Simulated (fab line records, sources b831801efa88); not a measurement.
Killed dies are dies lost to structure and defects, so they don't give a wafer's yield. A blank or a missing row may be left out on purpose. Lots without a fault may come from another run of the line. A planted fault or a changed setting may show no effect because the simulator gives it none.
A struck lot beside a sound one | flow gf180mcu | 15 steps out of a route of 602
Sound: wafers L862.1, L862.3, L862.6. Struck: wafers L869.3, L869.5, L869.6. The cause comes at the end.
At each step with rows: each side's tool, then ch and its chambers, then its first start. Under that, the readings that differ: sound wafers | struck wafers | difference of the means | sigmas: that difference in standard deviations of wafers without a fault.
alike: readings whose means differ by less than 2 such deviations, and words and numbers that are the same on both sides. not compared: withheld readings, readings that some wafer has no value for, bounds like >300 that may hide the same value, and numbers for which the record gives no deviation and whose values overlap.
The two part at a step that has a row with sigmas, a row that says differs or no value, or rows on one side only. Numbers that don't overlap but have no deviation are shown without sigmas and don't part them. A reading that every wafer of one side lacks parts them only if that side has two wafers or more.

GF_V2_OVL_MEAS_15:
  sound on overlay-02, day 22 16:51; struck on overlay-02, day 25 00:41
  alike: V2_OVL
GF_V2_ETCH_16: etches BARC in N2/H2.
  sound on rie_diel-03 ch 0,1,2, day 22 16:53; struck on rie_diel-03 ch 0,1,2, day 25 00:43
  alike: drypump_motor_current_A, oes_product_au, throttle_valve_pct
then, 5 steps without rows for these wafers: GF_V2_ETCH_17 (etches SiO2 in C4F8/O2/Ar, stops on TiN, target depth 630 nm); GF_V2_STRIP_18 (strips in O2/N2); GF_V2_STRIP_19 (strips in post etch residue remover, time 1200 s); GF_V2_CLEAN_20 (cleans in DIW); GF_V2_SPUTTER_21 (material Ti, target thk 15 nm, time 80.02 s).
GF_V2_SPUTTER_22: material TiN, target thk 10 nm, time 40 s.
  sound on pvd_sputter-02, day 22 17:45; struck on pvd_sputter-01, day 25 01:26
  alike: cathode_dc_power_W, throttle_valve_pct
GF_V2_CVD_23: deposits W, target thk 350 nm, time 104.94 s.
  sound on cvd_w-01 ch 0,1, day 22 17:47; struck on cvd_w-02 ch 0,1, day 25 01:31
  alike: heater_power_w
GF_V2_RS_MEAS_24: measures by four-point-probe.
  sound on film_metro-01, day 22 17:54; struck on film_metro-03, day 25 01:38
  reading          | sound             | struck            | difference | sigmas
  V2_W_RS (ohm/sq) | 0.328 0.322 0.322 | 0.336 0.339 0.326 | +0.010     | +2
GF_V2_THK_MEAS_25: measures by xrf.
  sound on film_metro-01, day 22 18:01; struck on film_metro-03, day 25 01:44
  reading       | sound       | struck      | difference | sigmas
  V2_W_THK (nm) | 344 350 349 | 333 331 343 | -12        | -2
GF_V2_CMP_26: polishes, stops on SiO2, t overpolish 15 s, target thk 0 nm.
  sound on cmp-01 ch 0,1, day 22 18:21; struck on cmp-02 ch 0,1, day 25 01:49
  alike: motor_current_A, overpolish_run_s, time_to_endpoint_s
GF_M3_SPUTTER_00: material Ti, target thk 37.5 nm, time 150 s.
  sound on pvd_sputter-03, day 22 18:39; struck on pvd_sputter-03, day 25 02:04
  reading                               | sound                | struck               | difference | sigmas
  cathode_dc_power_W (W)                | 4000.3 4000.1 4001.0 | 4989.9 4990.2 4989.5 | +989.4     | +99 or more
  model.Ti_of_M3_SPUTTER_00.thk_nm (nm) | 37.77 36.34 37.85    | 46.98 46.94 46.57    | +9.51      |
  alike: throttle_valve_pct
GF_M3_SPUTTER_01: material TiN, target thk 30 nm, time 25 s.
  sound on pvd_sputter-03, day 22 18:45; struck on pvd_sputter-03, day 25 02:10
  alike: cathode_dc_power_W, throttle_valve_pct
then, 1 step without rows for these wafers: GF_PASSIVATION_PROBE_99.

WHERE THEY PART
First at GF_V2_RS_MEAS_24; last, within this record, at GF_M3_SPUTTER_00. Later steps at which nothing parts them and some readings are alike: GF_M3_SPUTTER_01.

WHY: what the simulator had put in
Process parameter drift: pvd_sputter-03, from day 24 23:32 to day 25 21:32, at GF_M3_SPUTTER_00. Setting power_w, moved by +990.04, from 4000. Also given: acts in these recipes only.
